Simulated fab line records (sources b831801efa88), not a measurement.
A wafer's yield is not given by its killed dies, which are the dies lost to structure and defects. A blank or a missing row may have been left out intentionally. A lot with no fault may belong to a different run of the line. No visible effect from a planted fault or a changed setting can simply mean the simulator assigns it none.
Which of the tools did it? -- flow sky130 -- 42 wafers from 14 lots sampled at 3 of the route's 708 steps

## WHAT EACH GAUGE READ, for each wafer
SKY_METAL1_OVL_MEAS_16.
lot,measured,on,METAL1_OVL (nm)
L972,day 32 08:13,overlay-01,9 15 3
L974,day 33 02:52,overlay-02,9 9 10
L975,day 33 04:37,overlay-02,11 4 1
L976,day 33 17:32,overlay-01,7 -1 0
L978,day 35 03:28,overlay-02,-3 0 1
L979,day 35 05:40,overlay-02,3 1 0
L977,day 35 06:44,overlay-02,5 14 4
L980,day 35 10:31,overlay-01,-6 4 3
L982,day 35 23:37,overlay-02,1 -2 3
L988,day 38 01:28,overlay-02,-3 -12 -15
L990,day 38 06:22,overlay-01,-2 1 -5
L993,day 39 01:20,overlay-01,-3 0 6
L994,day 39 11:28,overlay-01,7 9 6
L995,day 39 20:55,overlay-01,4 -1 0

## WHAT TOOL EACH LOT RAN ON (gives the tool, then ch and the chambers of the sampled wafers, and finally the start)
lot,SKY_LOCAL_INTERCONNECT_METAL_ETCH_14,SKY_CONTACT_STRIP_19
L972,"rie metal-01 ch 1, day 29 22:16","plasma asher-03 ch 0,1, day 31 03:48"
L974,"rie metal-04 ch 0, day 30 16:15","plasma asher-04 ch 0,1, day 31 22:12"
L975,"rie metal-04 ch 0,1, day 30 18:37","plasma asher-03 ch 0,1, day 32 00:03"
L976,"rie metal-03 ch 1, day 31 07:56","plasma asher-03 ch 0,1, day 32 12:28"
L978,"rie metal-03 ch 0,1, day 32 18:25","plasma asher-02 ch 0,1, day 33 22:27"
L979,"rie metal-03 ch 0,1, day 32 20:44","plasma asher-03 ch 0,1, day 34 00:56"
L977,"rie metal-01 ch 0,1, day 32 21:44","plasma asher-02 ch 0,1, day 34 01:54"
L980,"rie metal-03 ch 0,1, day 33 00:55","plasma asher-03 ch 0,1, day 34 05:41"
L982,"rie metal-01 ch 0,1, day 33 13:04","plasma asher-03 ch 0,1, day 34 18:26"
L988,"rie metal-03 ch 0, day 35 16:40","plasma asher-02 ch 0, day 36 22:00"
L990,"rie metal-01 ch 0,1, day 35 22:07","plasma asher-02 ch 0, day 37 02:38"
L993,"rie metal-01 ch 0, day 36 18:07","plasma asher-04 ch 0,1, day 37 21:17"
L994,"rie metal-04 ch 0,1, day 37 05:31","plasma asher-04 ch 0,1, day 38 09:20"
L995,"rie metal-01 ch 0,1, day 37 14:55","plasma asher-04 ch 1, day 38 18:29"
- SKY_LOCAL_INTERCONNECT_METAL_ETCH_14: etches TiN in Cl2/BCl3, stops on PSG, target depth 110 nm, time 31.4 s.
- SKY_CONTACT_STRIP_19: strips in O2/N2.

## AS READ BY THE TOOLS THEMSELVES (means over the sampled wafers that have a number; for cases with no such wafer, the mark the record gives instead)
SKY_LOCAL_INTERCONNECT_METAL_ETCH_14.
lot,tool,chamber pressure mTorr (mTorr),drypump motor current A (A),oes product au (a.u.),throttle valve pct (%)
L972,rie metal-01,9.993,5.2,0.948,21.893
L974,rie metal-04,10.003,6.0,0.937,21.896
L975,rie metal-04,10.002,6.0,0.945,21.901
L976,rie metal-03,10.003,4.7,0.937,21.895
L978,rie metal-03,10.004,5.0,0.942,21.904
L979,rie metal-03,9.999,5.3,0.946,21.890
L977,rie metal-01,9.996,6.0,0.948,21.905
L980,rie metal-03,10.003,5.3,0.936,21.907
L982,rie metal-01,9.996,6.0,0.950,21.903
L988,rie metal-03,10.004,5.6,0.939,21.911
L990,rie metal-01,10.005,6.0,0.944,21.894
L993,rie metal-01,9.999,6.4,0.934,21.902
L994,rie metal-04,10.001,6.0,0.945,21.897
L995,rie metal-01,9.997,6.0,0.949,21.895

SKY_CONTACT_STRIP_19.
lot,tool,chamber pressure mTorr (mTorr),drypump motor current A (A),oes product au (a.u.),strip time to endpoint s (s)
L972,plasma asher-03,1500,6.0,0.383,3.623
L974,plasma asher-04,1501,5.6,0.379,3.581
L975,plasma asher-03,1501,6.0,0.382,3.610
L976,plasma asher-03,1499,6.0,0.382,3.635
L978,plasma asher-02,1499,5.3,0.385,3.600
L979,plasma asher-03,1499,6.0,0.379,3.622
L977,plasma asher-02,1499,5.3,0.377,3.624
L980,plasma asher-03,1500,6.0,0.381,3.586
L982,plasma asher-03,1501,6.0,0.381,3.605
L988,plasma asher-02,1501,5.2,0.384,3.596
L990,plasma asher-02,1500,5.2,0.385,3.610
L993,plasma asher-04,1501,5.9,0.380,3.595
L994,plasma asher-04,1500,5.9,0.377,3.598
L995,plasma asher-04,1501,5.2,0.385,3.642

## THE ANSWER, worked out from the rows above alone
Rule: the lots themselves supply what counts as usual. The widest of any qualifying gaps counts: lots, ordered by their means at a reading, are off when they make up no more than a third of the lots, leave a main group of 4 or more, and stand apart from it by 3 or more times the standard deviation of that group's means. The tables above print the reading to a certain number of digits; a main group whose means all agree to those digits is not used. Also off: a lot with no number at a reading for which 4 or more lots have one. The other lots that the step has rows for count as sound. After the gauges, taken in route order, come the tools' own readings; for these a lot's mean is taken, as printed above. The first step at which some lot is off is used, and at that step the reading that is off furthest; a lot without a number counts as furthest.
No lot is off on any of the readings shown, so nothing can be concluded from this.

## WHAT THE SIMULATOR PUT IN
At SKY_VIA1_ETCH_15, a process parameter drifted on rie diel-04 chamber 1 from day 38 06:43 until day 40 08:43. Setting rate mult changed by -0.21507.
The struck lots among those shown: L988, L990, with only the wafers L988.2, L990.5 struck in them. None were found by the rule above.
